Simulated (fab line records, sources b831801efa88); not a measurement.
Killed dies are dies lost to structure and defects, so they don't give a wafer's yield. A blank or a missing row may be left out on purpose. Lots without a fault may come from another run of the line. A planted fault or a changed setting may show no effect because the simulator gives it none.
Which tool did it? | flow gf180mcu | 15 lots, 45 wafers sampled, at 4 steps of a route of 602

WHAT THE GAUGES READ, wafer by wafer
GF_M3_CD_MEAS_14: target cd 280 nm.
lot  | measured     | on        | cd_nm (nm)
L655 | day 21 19:44 | cd_sem-02 | 279.6 280.7 280.3
L658 | day 23 08:13 | cd_sem-02 | 279.9 278.4 278.5
L659 | day 23 14:32 | cd_sem-02 | 279.8 280.0 281.4
L660 | day 23 15:28 | cd_sem-02 | 280.1 279.5 280.0
L661 | day 24 11:16 | cd_sem-02 | 281.4 281.6 280.6
L665 | day 25 15:56 | cd_sem-02 | 282.1 282.5 282.7
L667 | day 26 19:29 | cd_sem-02 | 279.8 279.9 280.2
L668 | day 26 21:31 | cd_sem-02 | 279.6 280.0 279.8
L669 | day 27 02:09 | cd_sem-02 | 280.5 281.5 280.1
L670 | day 27 08:43 | cd_sem-02 | 278.8 279.7 278.3
L671 | day 27 20:03 | cd_sem-02 | 281.2 281.0 280.7
L672 | day 27 20:38 | cd_sem-02 | 280.1 281.4 280.5
L673 | day 28 03:10 | cd_sem-01 | 280.4 277.8 280.7
L674 | day 28 09:20 | cd_sem-01 | 280.8 280.2 279.0
L675 | day 28 12:59 | cd_sem-01 | 281.0 282.5 281.2

WHICH TOOL RAN EACH LOT (tool, then ch and the chambers of the sampled wafers, then the start)
lot  | GF_V2_STRIP_18                       | GF_V2_SPUTTER_22             | GF_M3_SPUTTER_03
L655 | plasma_asher-04 ch 0,1, day 20 17:55 | pvd_sputter-04, day 20 18:54 | pvd_sputter-03, day 20 19:42
L658 | plasma_asher-02 ch 0,1, day 22 08:03 | pvd_sputter-04, day 22 08:39 | pvd_sputter-03, day 22 09:26
L659 | plasma_asher-04 ch 0,1, day 22 13:56 | pvd_sputter-01, day 22 14:30 | pvd_sputter-03, day 22 15:17
L660 | plasma_asher-04 ch 0,1, day 22 15:07 | pvd_sputter-02, day 22 15:44 | pvd_sputter-01, day 22 16:32
L661 | plasma_asher-01 ch 0,1, day 23 11:47 | pvd_sputter-02, day 23 12:26 | pvd_sputter-01, day 23 13:13
L665 | plasma_asher-02 ch 0,1, day 24 16:33 | pvd_sputter-04, day 24 17:09 | pvd_sputter-01, day 24 17:56
L667 | plasma_asher-01 ch 0,1, day 25 21:06 | pvd_sputter-04, day 25 21:42 | pvd_sputter-01, day 25 22:29
L668 | plasma_asher-02 ch 1, day 25 23:00   | pvd_sputter-02, day 25 23:37 | pvd_sputter-03, day 26 00:25
L669 | plasma_asher-04 ch 0,1, day 26 04:06 | pvd_sputter-04, day 26 04:44 | pvd_sputter-01, day 26 05:31
L670 | plasma_asher-04 ch 0,1, day 26 11:01 | pvd_sputter-01, day 26 11:39 | pvd_sputter-03, day 26 12:26
L671 | plasma_asher-04 ch 1, day 26 22:27   | pvd_sputter-01, day 26 23:02 | pvd_sputter-04, day 26 23:50
L672 | plasma_asher-01 ch 0,1, day 26 23:31 | pvd_sputter-01, day 27 00:07 | pvd_sputter-03, day 27 00:55
L673 | plasma_asher-02 ch 0,1, day 27 06:24 | pvd_sputter-02, day 27 07:02 | pvd_sputter-04, day 27 07:49
L674 | plasma_asher-01 ch 0,1, day 27 12:32 | pvd_sputter-04, day 27 13:10 | pvd_sputter-03, day 27 13:57
L675 | plasma_asher-01 ch 0,1, day 27 16:12 | pvd_sputter-02, day 27 16:49 | pvd_sputter-01, day 27 17:37
- GF_V2_STRIP_18: strips in O2/N2.
- GF_V2_SPUTTER_22: material TiN, target thk 10 nm, time 40 s.
- GF_M3_SPUTTER_03: material Ti, target thk 10 nm, time 6.7 s.

WHAT THE TOOLS THEMSELVES READ (means of the sampled wafers that have a number; where no wafer has one, the mark that the record gives instead)
GF_V2_STRIP_18.
lot  | tool            | chamber_pressure_mTorr (mTorr) | drypump_motor_current_A (A) | heater_power_w (W) | n2_flow_sccm (sccm) | oes_product_au (a.u.) | platen_temp_c (C)
L655 | plasma_asher-04 | 1499.6                         | 5.7                         | 328                | 300.0               | 0.594                 | 250.05
L658 | plasma_asher-02 | 1499.5                         | 6.0                         | 326                | 300.4               | 0.588                 | 249.79
L659 | plasma_asher-04 | 1499.5                         | 5.7                         | 333                | 300.4               | 0.594                 | 250.12
L660 | plasma_asher-04 | 1500.8                         | 5.6                         | 333                | 300.3               | 0.591                 | 250.01
L661 | plasma_asher-01 | 1499.2                         | 5.0                         | 314                | 300.0               | 0.595                 | 250.36
L665 | plasma_asher-02 | 1498.2                         | 5.8                         | 331                | 299.7               | 0.594                 | 250.05
L667 | plasma_asher-01 | 1500.6                         | 5.2                         | 300                | 300.3               | 0.588                 | 249.97
L668 | plasma_asher-02 | 1500.6                         | 6.1                         | 318                | 300.6               | 0.592                 | 249.98
L669 | plasma_asher-04 | 1500.4                         | 5.7                         | 331                | 299.8               | 0.586                 | 250.11
L670 | plasma_asher-04 | 1498.0                         | 5.6                         | 337                | 300.9               | 0.596                 | 249.93
L671 | plasma_asher-04 | 1499.2                         | 5.8                         | 324                | 299.7               | 0.589                 | 250.01
L672 | plasma_asher-01 | 1500.1                         | 5.2                         | 304                | 299.4               | 0.592                 | 249.93
L673 | plasma_asher-02 | 1499.4                         | 5.8                         | 333                | 299.9               | 0.589                 | 249.95
L674 | plasma_asher-01 | 1499.9                         | 5.0                         | 311                | 300.3               | 0.602                 | 249.82
L675 | plasma_asher-01 | 1498.9                         | 5.2                         | 303                | 299.7               | 0.591                 | 249.93

GF_V2_SPUTTER_22.
lot  | tool           | cathode_dc_power_W (W) | chamber_pressure_pa (Pa) | throttle_valve_pct (%)
L655 | pvd_sputter-04 | 4000.2                 | 4.997                    | 30.1
L658 | pvd_sputter-04 | 3999.6                 | 5.003                    | 29.2
L659 | pvd_sputter-01 | 3999.8                 | 4.996                    | 30.8
L660 | pvd_sputter-02 | 4000.2                 | 5.001                    | 30.3
L661 | pvd_sputter-02 | 3999.6                 | 4.998                    | 30.3
L665 | pvd_sputter-04 | 3999.6                 | 5.016                    | 29.9
L667 | pvd_sputter-04 | 4000.2                 | 4.993                    | 30.1
L668 | pvd_sputter-02 | 3999.9                 | 4.993                    | 30.1
L669 | pvd_sputter-04 | 3999.4                 | 5.007                    | 29.2
L670 | pvd_sputter-01 | 3999.7                 | 5.008                    | 30.2
L671 | pvd_sputter-01 | 3999.8                 | 4.997                    | 30.8
L672 | pvd_sputter-01 | 4000.5                 | 5.004                    | 31.0
L673 | pvd_sputter-02 | 3999.6                 | 4.991                    | 30.1
L674 | pvd_sputter-04 | 3999.8                 | 5.000                    | 29.3
L675 | pvd_sputter-02 | 3999.8                 | 5.006                    | 30.7

GF_M3_SPUTTER_03.
lot  | tool           | cathode_dc_power_W (W) | chamber_pressure_pa (Pa) | throttle_valve_pct (%)
L655 | pvd_sputter-03 | 3000.2                 | 0.3002                   | 30.4
L658 | pvd_sputter-03 | -                      | -                        | -
L659 | pvd_sputter-03 | -                      | -                        | -
L660 | pvd_sputter-01 | -                      | -                        | -
L661 | pvd_sputter-01 | 2999.6                 | 0.2993                   | 30.6
L665 | pvd_sputter-01 | 2999.6                 | 0.3002                   | 30.6
L667 | pvd_sputter-01 | 3000.6                 | 0.2997                   | 30.7
L668 | pvd_sputter-03 | 2999.9                 | 0.2999                   | 30.8
L669 | pvd_sputter-01 | 2999.6                 | 0.3002                   | 30.5
L670 | pvd_sputter-03 | 3000.2                 | 0.2999                   | 29.9
L671 | pvd_sputter-04 | 3000.1                 | 0.3001                   | 28.9
L672 | pvd_sputter-03 | 3000.1                 | 0.2999                   | 30.0
L673 | pvd_sputter-04 | 3000.2                 | 0.2999                   | 29.6
L674 | pvd_sputter-03 | 2999.7                 | 0.3004                   | 30.3
L675 | pvd_sputter-01 | 2999.7                 | 0.2999                   | 30.6

THE ANSWER, worked out from the rows above alone
Rule: what is usual is taken from the lots themselves. Put in order of their means at a reading, lots are off if they are a third of the lots or fewer, leave a main group of 4 or more, and stand apart from it by a gap of 3 or more times the standard deviation of the main group's means; of several such gaps the widest counts. A main group whose means are all the same, to the digits that the tables above print for the reading, isn't used. A lot without any number at a reading at which 4 lots or more have one is off too. The other lots that the step has rows for count as sound. The gauges are gone through in route order, then the tools' own readings, and for those a lot's mean is taken as printed above. The first step at which some lot is off is used, and at that step the reading that is off furthest; a lot without a number counts as furthest.
Off: L658, L659, L660, at GF_M3_SPUTTER_03 (cathode_dc_power_W). Without a number there: L658, L659, L660. The main group: mean 3000.0 W, standard deviation 0.31.
A tool fits if, at that step or a process step before it, it ran every lot that is off, and no sound lot after the first of them. None of those tried fits.

WHAT THE SIMULATOR HAD PUT IN
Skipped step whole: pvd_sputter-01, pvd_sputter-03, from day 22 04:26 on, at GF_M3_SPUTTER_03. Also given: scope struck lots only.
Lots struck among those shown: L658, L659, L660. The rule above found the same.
